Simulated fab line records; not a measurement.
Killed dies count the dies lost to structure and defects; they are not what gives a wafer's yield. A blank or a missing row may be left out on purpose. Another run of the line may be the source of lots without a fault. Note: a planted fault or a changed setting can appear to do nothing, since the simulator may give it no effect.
Problem report, 8D (eight disciplines) form, completed by code -- flow sky130 -- the parts of the form that need people (team, actions taken, sign-off) are left out

== 1. THE PROBLEM ==
SKY_FIELD_ISO_WET_ETCH_18, run-length-s: mean 668 s on 3 wafers (1 lot); fault-free wafers 313 s, standard deviation 3. That is +99 or more standard deviations from the usual mean.
The step: etches Si3N4 in H3PO4, target depth 25 nm, time 286 s.
First seen on wafer L291.1, day 6 02:01, on wet-bench-01. At this step, 39 wafers from 13 lots have a number in the record. The rule behind "out" and "out of limits": a value lying over 4 standard deviations away from the usual mean. The rest of the wafers with a number are treated as sound.

== 2. WHAT IT IS; WHAT IT IS NOT ==
question,is,is not
which readings at this step,run-length-s,-
which lots,L291,"L273, L276, L277, L279, L280, L281, L283, L284, L292, L293, L294, L296"
which wafers of those lots,all that have a number,-
read on which tools,wet-bench-01,"wet-bench-02, wet-bench-03"
when,from day 6 02:01,"up to then (24 sound wafers); but 12 sound wafers of L292, L293, L294, L296 came after"

== 3. WHAT RULES OUT EACH SUSPECT ==
Counting: a tool stays on the suspect list if, at a process step up to the reading, it processed all lots that are out and no sound lot following the first of them.
- wet-bench-01 at SKY_FIELD_ISO_WET_ETCH_18 (etches Si3N4 in H3PO4, target depth 25 nm, time 286 s): ruled out as a lasting fault. Sound lots L292, L293 ran on it after its first lot that is out, L291 (day 6 02:01).
Left after counting: nothing in the record.

== 4. THE CAUSE (what the simulator had put in) ==
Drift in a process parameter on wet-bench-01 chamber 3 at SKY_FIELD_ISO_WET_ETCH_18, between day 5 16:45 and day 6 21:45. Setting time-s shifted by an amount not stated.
Counting ruled it out, wrongly.

== 5. THE EFFECT CHAIN, in route order ==
Rows list readings where the struck wafers' mean (over those with a number) sits beyond 3 standard deviations from the usual. Only readings whose record carries a usual standard deviation are examined. hours: median over the lots of the time between each lot's start at the first step of this table that gives one and its start at this step. sigmas: the change, counted in usual standard deviations.
hours,step,reading,usual,on struck wafers,change,sigmas
0,SKY_FIELD_ISO_WET_ETCH_18,run-length-s,313 s,668,+355,+99 or more
Here are the process steps it includes:
- SKY_FIELD_ISO_WET_ETCH_18: etches Si3N4 in H3PO4, target depth 25 nm, time 286 s.
Later steps that measure or inspect, where all struck wafers having a row at the step show a number for every such reading and not one has moved that far: SKY_NWELL_OVL_MEAS_10.

== 6. HOW IT WOULD HAVE BEEN CAUGHT EARLIER ==
The fault began at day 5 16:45; the first out-of-limits reading in this record came at day 6 02:01, 9 hours later.
